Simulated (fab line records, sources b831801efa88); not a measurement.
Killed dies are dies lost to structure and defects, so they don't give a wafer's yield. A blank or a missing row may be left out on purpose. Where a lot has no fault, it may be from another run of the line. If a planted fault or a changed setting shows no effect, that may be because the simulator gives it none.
A struck lot beside a sound one | flow sky130 | 16 out of 708 route steps
Sound: the wafers L746.3, L746.5, L746.6. Struck: wafer L753.4 (left out: L753.3, L753.5 of the same lot, which were not struck); the cause appears at the end.
Per side, at each step with rows, come the tool, then ch with its chambers, and then its first start. Under that, the readings that differ: sound wafers | struck wafers | difference of the means | sigmas: that difference in standard deviations of wafers without a fault.
alike: readings with means less than 2 such deviations apart, plus words and numbers identical on both sides. not compared: withheld readings, readings lacking a value on some wafer, bounds such as >300 that could conceal the same value, and numbers that have no deviation in the record and whose values overlap.
A row with sigmas, a row that says differs or no value, or rows on one side alone: a step with any of these is where the two part. When numbers do not overlap yet have no deviation, they are printed without sigmas and do not part them. A reading missing from all wafers of one side parts the sides only when that side holds two or more wafers.

first, 3 steps without rows for these wafers: SKY_METAL2_EXPOSE_12 (exposes mask MM2, target cd 140 nm); SKY_METAL2_PEB_13; SKY_METAL2_DEVELOP_14 (develop time 60 s).
SKY_METAL2_CD_MEAS_15: target cd 140 nm.
  sound on cd sem-02 at day 36 06:23; struck on cd sem-02 at day 38 09:58
  alike: cd nm
SKY_METAL2_OVL_MEAS_16:
  sound on overlay-01 at day 36 06:29; struck on overlay-02 at day 38 10:03
  alike: METAL2_OVL
SKY_METAL2_DESCUM_17: chemistry O2, time 8 s.
  sound on rie metal-01 ch 0,1, day 36 06:31; struck on rie metal-04 ch 0, day 38 10:05
  reading                     | sound       | struck | difference | sigmas
  drypump motor current A (A) | 5.4 5.3 5.4 | 6.3    | +0.9       | +2
  alike: oes product au
  not compared: rf hours counter h
SKY_METAL2_ETCH_18: etches BARC in N2/H2, stops on SiO2, time 45.9 s, target depth 60 nm.
  sound on rie metal-01 ch 0,1, day 36 06:34; struck on rie metal-04 ch 0, day 38 10:08
  reading                     | sound                | struck | difference | sigmas
  drypump motor current A (A) | 5.5 5.3 5.4          | 6.4    | +1.0       | +2
  throttle valve pct (%)      | 13.214 13.228 13.214 | 13.239 | +0.020     | +2
  alike: oes product au
  not compared: rf hours counter h
SKY_METAL2_METAL_ETCH_19: etches the open film in Cl2/BCl3, stops on SiO2, target depth 360 nm, time 78 s.
  sound on rie metal-01 ch 0,1, day 36 06:38; struck on rie metal-04 ch 0, day 38 10:12
  reading                     | sound       | struck | difference | sigmas
  drypump motor current A (A) | 5.4 5.3 5.4 | 6.3    | +0.9       | +2
  alike: oes product au, throttle valve pct
  not compared: rf hours counter h
SKY_METAL2_STRIP_20: strips in O2/N2.
  sound on plasma asher-03 ch 0,1, day 36 06:43; struck on plasma asher-04 ch 1, day 38 10:17
  reading                     | sound       | struck | difference | sigmas
  drypump motor current A (A) | 6.5 6.5 5.5 | 5.1    | -1.1       | -2
  alike: o2 flow sccm, oes product au, strip time to endpoint s
  not compared: rf hours counter h
then, 3 steps without rows for these wafers: SKY_METAL2_STRIP_21 (strips in post etch residue remover, time 1200 s); SKY_METAL2_CLEAN_22 (cleans in IPA, time 180 s); SKY_METAL2_CLEAN_23 (cleans in O3/DIW).
SKY_VIA2_HDPCVD_00: deposits SiO2, target thk 1180 nm, time 192.2 s.
  sound on hdpcvd-01 ch 0,1,2, day 36 07:17; struck on hdpcvd-01 ch 2, day 38 10:52
  reading                                  | sound             | struck | difference | sigmas
  sih4 flow sccm (sccm)                    | 60.13 60.12 59.84 | 89.91  | +29.88     | +99 or more
  model.SiO2_of_VIA2_HDPCVD_00.thk nm (nm) | 1157 1153 1163    | 1718   | +560       |
  alike: pressure mtorr
SKY_VIA2_THK_MEAS_01:
  sound on film metro-03 at day 36 07:26; struck on film metro-01 at day 38 11:01
  reading              | sound          | struck | difference | sigmas
  VIA2_HDPCVD_THK (nm) | 1158 1154 1164 | 1717   | +558       | +60
SKY_VIA2_CMP_02: polishes SiO2.
  sound on cmp-02 ch 0,1, day 36 07:31; struck on cmp-02 ch 2, day 38 11:06
  alike: head pressure psi, motor current A
SKY_PAD_OPEN_PROBE_99:
  rows exist in the record for the sound wafers here (prober-01, day 46 16:38), none for the struck ones

## WHERE THEY PART
Earliest at SKY_METAL2_DESCUM_17; latest, in this record, at SKY_PAD_OPEN_PROBE_99.

WHY: the cause the simulator had injected
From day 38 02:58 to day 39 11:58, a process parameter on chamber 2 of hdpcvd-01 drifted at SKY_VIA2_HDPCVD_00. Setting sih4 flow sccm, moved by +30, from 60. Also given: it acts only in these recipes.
